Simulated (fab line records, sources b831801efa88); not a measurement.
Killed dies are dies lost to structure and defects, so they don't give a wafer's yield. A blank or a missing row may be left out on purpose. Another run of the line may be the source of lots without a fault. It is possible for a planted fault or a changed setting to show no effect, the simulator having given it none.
Matching of chambers || flow gf180mcu || GF_V2_CMP_04 on cmp-02 has 4 sister chambers
The step polishes SiO2. 4 wafers are shown with their chamber, then 7 later ones without.

WAFERS WITH THEIR CHAMBER
{"wafer": "L890.5", "chamber": 1, "motorCurrentA (A)": 14.3}
{"wafer": "L890.6", "chamber": 2, "motorCurrentA (A)": 14.3}
{"wafer": "L892.1", "chamber": 0, "motorCurrentA (A)": 13.6}
{"wafer": "L892.4", "chamber": 3, "motorCurrentA (A)": 13.1}

WAFERS WITHOUT THEIR CHAMBER
{"wafer": "L892.5", "motorCurrentA (A)": 14.5}
{"wafer": "L897.3", "motorCurrentA (A)": 14.7}
{"wafer": "L897.4", "motorCurrentA (A)": 13.2}
{"wafer": "L897.6", "motorCurrentA (A)": 13.9}
{"wafer": "L900.4", "motorCurrentA (A)": 13.0}
{"wafer": "L900.5", "motorCurrentA (A)": 11.8}
{"wafer": "L900.6", "motorCurrentA (A)": 14.1}

WHICH CHAMBER EACH ONE RAN IN
{"wafer": "L892.5", "from the rows above": "can't be placed: 1 or 2 or 0", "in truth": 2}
{"wafer": "L897.3", "from the rows above": "can't be placed: 1 or 2 or 0", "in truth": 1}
{"wafer": "L897.4", "from the rows above": "can't be placed: 3 or 0 or 1 or 2", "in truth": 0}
{"wafer": "L897.6", "from the rows above": "can't be placed: 0 or 1 or 2 or 3", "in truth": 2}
{"wafer": "L900.4", "from the rows above": "can't be placed: 3 or 0", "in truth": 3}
{"wafer": "L900.5", "from the rows above": "can't be placed: 3 or 0", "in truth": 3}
{"wafer": "L900.6", "from the rows above": "can't be placed: 1 or 2 or 0 or 3", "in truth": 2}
Correct placement for 0 of the 7. These rows do not allow placing 7 (true chamber among the candidates in 7). Number placed wrongly: 0.
How it was worked out, from the rows above alone: a wafer's distance from a chamber is the root of the sum, over the readings, of the square of ((its reading less the chamber's mean) divided by the reading's scatter). The wafer belongs to the nearest chamber; if the next one is less than 2 further off, it can't be placed. Each chamber's mean is taken over the wafers shown for it. The scatter: with one shown wafer a chamber, the root of the mean of the squares of how far each hidden wafer lies from its nearest shown one.
